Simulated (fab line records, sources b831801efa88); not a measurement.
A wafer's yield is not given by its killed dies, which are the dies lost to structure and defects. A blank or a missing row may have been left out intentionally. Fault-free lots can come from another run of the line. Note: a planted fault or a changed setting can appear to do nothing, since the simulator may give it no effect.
fab line records | flow gf180mcu
record: lots: 11 wafers: 33 last_day: 34
route steps=602 shown M4@459 V4@480
lots that met no fault: from a run of the same line without faults
start_h: start of the lot's first displayed wafer, in hours after the record's first day | wait_h: time in hours since the lot's previous step | " identical to the entry in the row above | L1.1+2: a row that stands for several wafers | - no value present, or no start provided | * or withheld: withheld | < > ~ a bound
route shown NAME@n: names a module that has steps shown in the file, with the first one's number in the route | usual: mean/standard deviation taken from wafers without a fault | same: alike in all rows | chamber/n: place in a boat | sites: each site's reading | _std_site: their standard deviation | _edge_site: outer sites' mean less inner sites' | radius_mm: for every site, how far away it sits from the centre of the wafer | mask NAME#n: copy n | behind: the most recent tool/chamber to have shaped the wafer | hold: what put the lot on hold/how long, in hours/how the hold closed | device: transistor that didn't switch, given as n, p or np | end of line: tests of these same wafers at the route's end | step lacking rows: just its recipe | killed: the dies lost at the first sort to structure and to defects; this is not the yield of the wafer | map: the dies of a wafer, with x for killed, . for not killed, _ for no die there
set.NAME: the run value of the setting; set.NAME@STEP: its run value at that earlier step | model.NAME: the simulator's own value behind a step, which no gauge read
route steps across a sampled set of lots; one table per step, one row per wafer
services: from which hour (start_h, from the record's first day; less than 0 if before it) a tool's chamber was out of use, for how many hours, and why
== steps ==
step: GF_M4_SPUTTER_03
recipe: material: Ti target_thk_nm: 10 substrate_temp_c: 300 chamber_pressure_pa: 0.3 power_w: 3000 time_s: 6.7
usual: throttle_valve_pct: 30.2/1
columns lot.wafer tool chamber start_h wait_h throttle_valve_pct
L474.2 pvd_sputter-02 - 514.11 0.0 29.9
L474.5 " - " " 28.7
L474.6 " - " " 30.1
L477.4 pvd_sputter-01 - 546.84 0.0 31.7
L477.5 " - " " 29.2
L477.6 " - " " 31.7
L478.1 pvd_sputter-03 - 557.33 0.0 31.0
L478.2 " - " " 29.2
L478.4 " - " " 28.3
L479.2 pvd_sputter-01 - 567.96 0.0 30.5
L479.4 " - " " 29.1
L479.6 " - " " 30.3
L480.1 pvd_sputter-01 - 569.53 0.0 31.8
L480.3 " - " " 30.1
L480.5 " - " " 30.7
L481.1 pvd_sputter-02 - 582.33 0.0 29.9
L481.2 " - " " 28.8
L481.4 " - " " 31.9
L483.1 pvd_sputter-02 - 601.63 0.0 29.6
L483.5 " - " " 28.4
L483.6 " - " " 29.9
L484.1 pvd_sputter-03 - 602.56 0.0 30.5
L484.2 " - " " 29.2
L484.5 " - " " 28.4
L493.4 pvd_sputter-01 - 664.69 0.0 30.5
L493.5 " - " " 30.2
L493.6 " - " " 28.9
L495.1 pvd_sputter-01 - 681.56 0.0 30.2
L495.2 " - " " 30.5
L495.4 " - " " 31.6
L497.2 pvd_sputter-01 - 687.71 0.0 29.2
L497.3 " - " " 29.9
L497.6 " - " " 30.6
step: GF_M4_RS_MEAS_05
recipe: thk_meas_gauge: four-point-probe reads: TiN_of_M4_SPUTTER_04+Ti_of_M4_SPUTTER_03+AlCu_of_M4_SPUTTER_02+TiN_of_M4_SPUTTER_01+Ti_of_M4_SPUTTER_00
usual: M4_ALCU_RS: 0.0695/0.00071
columns lot.wafer tool chamber start_h wait_h M4_ALCU_RS[ohm/sq]
L474.2 film_metro-04 - 514.19 0.0 0.0695
L474.5 " - " " 0.0684
L474.6 " - " " 0.0685
L477.4 film_metro-03 - 546.96 0.1 0.0709
L477.5 " - " " 0.0700
L477.6 " - " " 0.0708
L478.1 film_metro-01 - 557.39 0.0 0.0706
L478.2 " - " " 0.0686
L478.4 " - " " 0.0688
L479.2 film_metro-03 - 568.04 0.0 0.0709
L479.4 " - " " 0.0702
L479.6 " - " " 0.0696
L480.1 film_metro-03 - 569.59 0.0 0.0699
L480.3 " - " " 0.0690
L480.5 " - " " 0.0703
L481.1 film_metro-03 - 582.39 0.0 0.0694
L481.2 " - " " 0.0684
L481.4 " - " " 0.0691
L483.1 film_metro-03 - 601.69 0.0 0.0698
L483.5 " - " " 0.0697
L483.6 " - " " 0.0695
L484.1 film_metro-04 - 602.62 0.0 0.0698
L484.2 " - " " 0.0691
L484.5 " - " " 0.0691
L493.4 film_metro-01 - 664.80 0.1 0.0701
L493.5 " - " " 0.0691
L493.6 " - " " 0.0690
L495.1 film_metro-04 - 681.62 0.0 0.0690
L495.2 " - " " 0.0700
L495.4 " - " " 0.0701
L497.2 film_metro-03 - 687.79 0.0 0.0698
L497.3 " - " " 0.0699
L497.6 " - " " 0.0698
step: GF_M4_METAL_ETCH_16
recipe: chemistry: Cl2/BCl3 mask_material: KrF target_depth_nm: 750.8 stop_on: SiO2 pressure_mtorr: 8 icp_w: 800 bias_w: 140 Cl2_flow_sccm: 80 bcl3_flow_sccm: 40 time_s: 125.1
usual: chamber_pressure_mTorr: 8.000/0.0074 drypump_motor_current_A: 5.7/0.37 oes_product_au: 0.993/0.006 throttle_valve_pct: 28.228/0.0094
columns lot.wafer tool chamber start_h wait_h chamber_pressure_mTorr drypump_motor_current_A oes_product_au rf_hours_counter_h throttle_valve_pct
L474.2 rie_metal-01 0 536.56 0.0 8.000 5.9 0.994 5 28.226
L474.5 " 1 " " 8.001 6.1 0.992 - 28.225
L474.6 " 0 " " 7.989 5.9 0.992 - 28.218
L477.4 rie_metal-03 0 569.10 0.1 7.998 6.0 0.993 - 28.212
L477.5 " 0 " " 7.999 6.1 0.986 - 28.238
L477.6 " 1 " " 8.008 5.2 0.999 - 28.227
L478.1 rie_metal-01 0 578.96 0.0 8.008 5.9 0.994 6 28.213
L478.2 " 1 " " 8.002 6.2 1.003 12 28.236
L478.4 " 1 " " 7.993 6.2 0.999 - 28.238
L479.2 rie_metal-03 1 589.79 0.0 8.007 5.2 0.993 15 28.219
L479.4 " 1 " " 8.010 5.2 0.996 - 28.231
L479.6 " 0 " " 8.005 6.0 0.990 - 28.234
L480.1 rie_metal-01 1 591.31 0.0 7.992 6.2 0.993 12 28.229
L480.3 " 0 " " 8.002 5.9 0.995 - 28.230
L480.5 " 1 " " 7.987 6.2 0.993 - 28.218
L481.1 rie_metal-04 1 603.67 0.0 8.009 5.6 0.987 10 28.238
L481.2 " 0 " " 7.997 5.2 0.986 12 28.232
L481.4 " 1 " " 7.993 5.6 0.989 - 28.261
L483.1 rie_metal-03 0 622.26 0.0 7.989 6.0 0.992 14 28.216
L483.5 " 0 " " 7.989 6.0 0.989 - 28.231
L483.6 " 0 " " 7.997 6.0 0.984 - 28.232
L484.1 rie_metal-04 1 622.96 0.0 8.019 5.6 0.993 11 28.236
L484.2 " 1 " " 8.005 5.6 0.985 - 28.231
L484.5 " 1 " " 8.005 5.6 0.994 - 28.227
L493.4 rie_metal-03 1 683.71 0.1 8.001 5.2 1.003 - 28.221
L493.5 " 0 " " 8.013 6.1 0.996 - 28.223
L493.6 " 1 " " 7.996 5.2 0.995 - 28.221
L495.1 rie_metal-04 1 700.32 0.0 8.006 5.6 0.983 0 28.243
L495.2 " 0 " " 8.001 5.2 0.987 2 28.224
L495.4 " 0 " " 7.997 5.2 0.991 - 28.225
L497.2 rie_metal-03 0 706.87 0.0 7.994 6.0 0.993 2 28.220
L497.3 " 1 " " 7.994 5.2 0.988 - 28.228
L497.6 " 1 " " 7.997 5.2 0.989 - 28.244
step: GF_V4_CMP_04
recipe: material: SiO2 down_force_psi: 4 platen_rpm: 60 pad_velocity_m_s: 0.94248
usual: head_pressure_psi: 3.999/0.0083 motor_current_A: 11.6/1.2 time_to_endpoint_s: 81/5.5
columns lot.wafer tool chamber start_h wait_h head_pressure_psi motor_current_A time_to_endpoint_s
L474.2 cmp-02 3 537.57 0.1 3.999 10.9 71
L474.5 " 2 " " 3.995 12.3 82
L474.6 " 3 " " 3.994 11.2 79
L477.4 cmp-02 0 570.14 0.2 4.011 10.2 87
L477.6 " 1 " " 3.995 10.8 83
L477.5 " 2 " " 3.993 12.1 80
L478.1 cmp-02 0 580.00 0.1 3.977 10.6 78
L478.4 " 1 " " 4.005 11.8 72
L478.2 " 2 " " 3.995 12.1 82
L479.4 cmp-02 0 590.80 0.1 4.004 10.0 82
L479.2 " 2 " " 3.992 12.7 72
L479.6 " 3 " " 3.996 11.6 81
L480.1 cmp-01 0 592.26 0.1 3.996 12.4 81
L480.3 " 2 " " 3.995 10.5 76
L480.5 " 0 " " 4.002 11.7 82
L481.4 cmp-02 0 604.59 0.0 4.004 10.8 76
L481.2 " 1 " " 3.999 11.0 69
L481.1 " 3 " " 3.976 12.1 69
L483.1 cmp-01 2 623.37 0.1 3.993 10.6 73
L483.5 " 1 " " 3.999 14.6 80
L483.6 " 2 " " 3.995 10.4 76
L484.1 cmp-02 2 624.11 0.1 4.003 11.4 73
L484.2 " 3 " " 4.001 11.0 76
L484.5 " 0 " " 3.994 10.2 82
L493.4 cmp-02 2 684.64 0.1 4.010 12.2 78
L493.5 " 1 " " 4.006 11.1 81
L493.6 " 2 " " 4.006 12.3 88
L495.4 cmp-02 1 701.32 0.1 4.014 11.2 89
L495.1 " 2 " " 3.993 12.5 92
L495.2 " 3 " " 4.001 11.2 93
L497.3 cmp-01 0 707.79 0.0 3.982 11.7 85
L497.2 " 2 " " 3.989 10.5 86
L497.6 " 1 " " 3.987 14.4 85
step: GF_V4_BOW_MEAS_05
recipe: mode: bow
usual: V4_BOW: 137/8.6
columns lot.wafer tool chamber start_h wait_h hold V4_BOW[um]
L474.2 film_metro-01 - 537.84 0.2 - 137
L474.5 " - " " - 150
L474.6 " - " " - 140
L477.4 film_metro-01 - 570.35 0.2 - 127
L477.5 " - " " - 131
L477.6 " - " " - 134
L478.1 film_metro-01 - 580.25 0.2 - 142
L478.2 " - " " - 132
L478.4 " - " " - 136
L479.2 film_metro-03 - 591.07 0.1 - 144
L479.4 " - " " - 128
L479.6 " - " " - 142
L480.1 film_metro-03 - 592.59 0.3 - 138
L480.3 " - " " - 135
L480.5 " - " " - 126
L481.1 film_metro-02 - 604.89 0.1 - 142
L481.2 " - " " - 132
L481.4 " - " " - 142
L483.1 film_metro-02 - 623.62 0.2 - 135
L483.5 " - " " - 149
L483.6 " - " " - 136
L484.1 film_metro-03 - 624.31 0.1 - 151
L484.2 " - " " - 140
L484.5 " - " " - 135
L493.4 film_metro-03 - 684.95 0.3 - 152
L493.5 " - " " - 139
L493.6 " - " " - 139
L495.1 film_metro-02 - 701.57 0.1 await_dispo/0.2h/release 136
L495.2 " - " " await_dispo/0.2h/release 133
L495.4 " - " " await_dispo/0.2h/release 124
L495.1 film_metro-02 - 701.86 0.3 - -
L495.2 " - " " - -
L495.4 " - " " - -
L497.2 film_metro-02 - 708.11 0.2 - 141
L497.3 " - " " - 146
L497.6 " - " " - 142
step: GF_V4_ETCH_17
recipe: chemistry: C4F8/O2/Ar mask_material: KrF target: SiO2 stop_on: TiN source_w: 1500 bias_w: 1200 pressure_mtorr: 40 c4f8_flow_sccm: withheld O2_flow_sccm: 6 Ar_flow_sccm: 300 time_s: withheld target_depth_a: 6300
usual: chamber_pressure_mTorr: 40.00/0.035 oes_product_au: 0.855/0.0048
columns lot.wafer tool chamber start_h wait_h chamber_pressure_mTorr oes_product_au
L474.2 rie_diel-01 2 - - 40.02 0.856
L474.5 " 3 " " 39.99 0.857
L474.6 " 1 " " 40.01 0.861
L477.4 rie_diel-01 3 - - 40.03 0.854
L477.5 " 3 " " 39.94 0.853
L477.6 " 2 " " 39.95 0.850
L478.1 rie_diel-04 0 - - 40.03 0.855
L478.2 " 1 " " 39.96 0.852
L478.4 " 2 " " 39.94 0.862
L479.2 rie_diel-04 3 - - 40.02 0.847
L479.4 " 3 " " 40.03 0.859
L479.6 " 2 " " 39.96 0.851
L480.1 rie_diel-01 3 - - 40.03 0.860
L480.3 " 2 " " 39.94 0.856
L480.5 " 1 " " 40.05 0.849
L481.1 rie_diel-01 1 - - 39.98 0.855
L481.2 " 3 " " 40.00 0.846
L481.4 " 2 " " 39.98 0.861
L483.1 rie_diel-02 2 - - 40.01 0.858
L483.5 " 3 " " 40.02 0.864
L483.6 " 2 " " 39.99 0.858
L484.1 rie_diel-04 0 - - 39.99 0.866
L484.2 " 1 " " 39.97 0.864
L484.5 " 0 " " 40.01 0.859
L493.4 rie_diel-04 3 - - 40.00 0.850
L493.5 " 3 " " 40.04 0.850
L493.6 " 0 " " 39.96 0.856
L495.1 rie_diel-02 1 - - 39.94 0.816
L495.2 " 3 " " 40.00 0.819
L495.4 " 1 " " 40.00 0.812
L497.2 rie_diel-04 2 - - 39.94 0.856
L497.3 " 0 " " 40.00 0.853
L497.6 " 2 " " 40.03 0.856
== services ==
columns tool chamber start_h hours kind
cmp-02 - 505.45 13.8 repair
rie_diel-01 3 524.87 7.6 repair
rie_metal-01 - 529.49 2.8 pm
cmp-02 - 532.86 1.7 repair
pvd_sputter-01 - 539.85 2.2 repair
cmp-02 - 540.74 3.0 repair
rie_diel-04 3 556.55 11.4 repair
rie_diel-01 0 558.83 4.2 repair
rie_diel-01 - 569.05 5.6 repair
cmp-02 - 572.27 4.0 pm
rie_diel-04 2 584.23 11.4 repair
rie_diel-04 1 604.97 20.0 repair
cmp-02 - 613.94 0.6 repair
rie_metal-03 - 617.12 0.9 repair
rie_diel-01 - 638.41 14.6 pm
rie_diel-04 3 654.66 13.3 repair
cmp-02 - 657.69 0.6 repair
rie_diel-04 3 669.98 15.3 repair
cmp-02 - 678.24 5.3 pm
cmp-02 - 692.21 2.1 repair
rie_diel-01 1 693.06 6.0 repair
rie_diel-04 - 693.19 2.8 pm
rie_diel-04 - 697.53 1.4 repair
rie_diel-01 3 698.73 9.5 repair
== key ==
first_sign: step: GF_V4_BOW_MEAS_05 reading: visit direction: added
effect: step: GF_V4_ETCH_17 reading: oes_product_au direction: down sigmas: 8.2 usual: 0.855 struck: 0.816
met_at GF_V4_CMP_04
struck_lots L495
not_acting_at GF_M4_SPUTTER_03,GF_M4_RS_MEAS_05,GF_M4_METAL_ETCH_16
onset_between 684.64 701.32
fault: kind: process_parameter_drift tool: cmp-02 chamber: - onset_h: 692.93 steps: GF_V4_CMP_04 channel: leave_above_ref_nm offset: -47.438 shape: step end_h: 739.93 acts_in: these_recipes_only stated: 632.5
